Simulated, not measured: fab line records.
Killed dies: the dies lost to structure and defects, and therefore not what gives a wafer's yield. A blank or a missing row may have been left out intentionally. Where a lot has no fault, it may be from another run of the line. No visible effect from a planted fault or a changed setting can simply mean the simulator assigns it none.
Struck lot and sound lot, side by side | flow sky130 | 14 out of 708 route steps
Sound: these wafers, L410.2, L410.4, L410.5. Wafers struck: L408.2, L408.3, L408.6. The cause comes at the end.
At each step with rows: each side's tool, then ch and its chambers, then its first start. Under that, the readings that differ: sound wafers | struck wafers | difference of the means | sigmas: that difference in standard deviations of wafers without a fault.
alike: a reading whose means differ by less than 2 such deviations, as well as words and numbers matching on both sides. not compared: withheld readings; readings where some wafer has no value; bounds like >300 that might hide an equal value; numbers whose values overlap and for which the record gives no deviation.
The two part at a step that has a row with sigmas, a row that says differs or no value, or rows on one side only. Non-overlapping numbers with no deviation appear without sigmas and do not part them. A reading missing from all wafers of one side parts the sides only when that side holds two or more wafers.

first, 1 step without rows for these wafers: SKY_NWELL_DEVELOP_09 (develop time 60 s).
SKY_NWELL_OVL_MEAS_10:
  sound on overlay-02 at day 9 10:08; struck on overlay-01 at day 9 03:28
  alike: NWELL_00_OVL
then, 3 steps without rows for these wafers: SKY_NWELL_IMPLANT_11; SKY_NWELL_IMPLANT_12; SKY_NWELL_IMPLANT_13.
SKY_NWELL_STRIP_14: strips in O2/N2.
  sound on plasmaAsher-03 ch 0,1, day 9 10:37; struck on plasmaAsher-03 ch 0,1, day 9 03:57
reading                  | sound             | struck            | difference | sigmas
stripTimeToEndpointS (s) | 37.10 37.01 36.99 | 36.79 36.62 36.76 | -0.31      | -2
  alike: drypumpMotorCurrentA, oesProductAu
  not compared: rfHoursCounterH
SKY_NWELL_TW_MEAS_15:
  sound on filmMetro-04 at day 9 10:43; struck on filmMetro-02 at day 9 04:04
reading  | sound          | struck         | difference | sigmas
NWELL_TW | 1829 1827 1826 | 1791 1794 1799 | -33        | -2
then, 5 steps without rows for these wafers: SKY_NWELL_DEHYDRATE_16 (time 60 s); SKY_NWELL_HMDS_17 (prime time 60 s); SKY_NWELL_COAT_18 (resist thk 3000 nm); SKY_NWELL_SOFTBAKE_19; SKY_NWELL_EXPOSE_20 (exposes mask NWM COMPLEMENT, target cd 840 nm).
SKY_NWELL_PEB_21:
  sound on lithoTrack-02 ch 0, day 10 09:00; struck on lithoTrack-01, day 10 01:00
  no value came back on the struck wafers for chillPlateTempC (C), exhaustPa (Pa), heaterPowerTotalW (W), resistLineTempC (C); on the sound wafers chillPlateTempC (C) reads 22.95 23.02 22.86
then, 1 step without rows for these wafers: SKY_NWELL_DEVELOP_22 (develop time 60 s).

== WHERE THEY PART ==
At SKY_NWELL_STRIP_14 first; at SKY_NWELL_PEB_21 last (within this record only).

WHY: what the simulator had put in
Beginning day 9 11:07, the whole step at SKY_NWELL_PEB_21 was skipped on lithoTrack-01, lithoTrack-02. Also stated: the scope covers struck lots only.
